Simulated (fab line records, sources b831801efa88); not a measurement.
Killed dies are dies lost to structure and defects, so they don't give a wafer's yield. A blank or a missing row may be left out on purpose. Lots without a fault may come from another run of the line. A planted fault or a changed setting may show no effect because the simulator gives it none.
Chamber matching | flow gf180mcu | GF_CONTACT_ETCH_16 on rie_diel-03: 4 sister chambers
The step etches BARC in N2/H2. 14 wafers are shown with their chamber, then 7 later ones without.

WAFERS WITH THEIR CHAMBER
wafer  | chamber | drypump_motor_current_A (A) | throttle_valve_pct (%) | oes_product_au (a.u.)
L854.1 | 2       | 5.5                         | 13.245                 | 0.853
L854.2 | 3       | 5.8                         | 13.233                 | 0.854
L854.3 | 0       | 5.9                         | 13.222                 | 0.847
L855.1 | 2       | 5.5                         | 13.239                 | 0.844
L855.3 | 3       | 5.7                         | 13.223                 | 0.845
L855.5 | 1       | 5.8                         | 13.224                 | 0.849
L856.2 | 1       | 5.8                         | 13.240                 | 0.847
L856.3 | 3       | 5.8                         | 13.210                 | 0.858
L856.5 | 1       | 5.8                         | 13.231                 | 0.853
L859.1 | 1       | 5.7                         | 13.225                 | 0.853
L859.2 | 2       | 5.5                         | 13.227                 | 0.849
L859.5 | 1       | 5.7                         | 13.238                 | 0.856
L866.1 | 0       | 5.8                         | 13.230                 | 0.859
L866.5 | 3       | 5.8                         | 13.234                 | 0.849

SIGNATURES (means of the wafers above)
reading                 | chamber 0 | chamber 1 | chamber 2 | chamber 3 | scatter within a chamber
drypump_motor_current_A | 5.850     | 5.760     | 5.500     | 5.775     | 0.0495
throttle_valve_pct      | 13.22600  | 13.23160  | 13.23700  | 13.22500  | 0.00887
oes_product_au          | 0.85300   | 0.85160   | 0.84867   | 0.85150   | 0.00511
Rule: a wafer's distance from a chamber is the root of the sum, over the readings, of the square of ((its reading less the chamber's mean) divided by the reading's scatter). The wafer belongs to the nearest chamber; if the next one is less than 2 further off, it can't be placed. The scatter: the root of (the sum of the squares of (reading less its chamber's mean) over the shown wafers, divided by (wafers less chambers)).

WAFERS WITHOUT THEIR CHAMBER
wafer  | drypump_motor_current_A (A) | throttle_valve_pct (%) | oes_product_au (a.u.)
L866.6 | 5.9                         | 13.230                 | 0.859
L868.1 | 5.5                         | 13.231                 | 0.855
L868.2 | 5.7                         | 13.222                 | 0.854
L868.3 | 5.7                         | 13.244                 | 0.851
L873.2 | 5.8                         | 13.215                 | 0.868
L873.3 | 5.8                         | 13.220                 | 0.855
L873.4 | 5.8                         | 13.225                 | 0.850

WHICH CHAMBER EACH WENT THROUGH
wafer  | from the rows above          | in truth
L866.6 | can't be placed: 0 or 3 or 1 | 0
L868.1 | 2                            | 2
L868.2 | can't be placed: 3 or 1 or 0 | 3
L868.3 | can't be placed: 1 or 3 or 0 | 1
L873.2 | can't be placed: 0 or 3 or 1 | 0
L873.3 | can't be placed: 3 or 0 or 1 | 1
L873.4 | can't be placed: 3 or 1 or 0 | 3
Placed correctly: 1 of 7. Can't be placed from these rows: 6 (the true chamber is among the candidates in 6). Placed wrongly: 0.
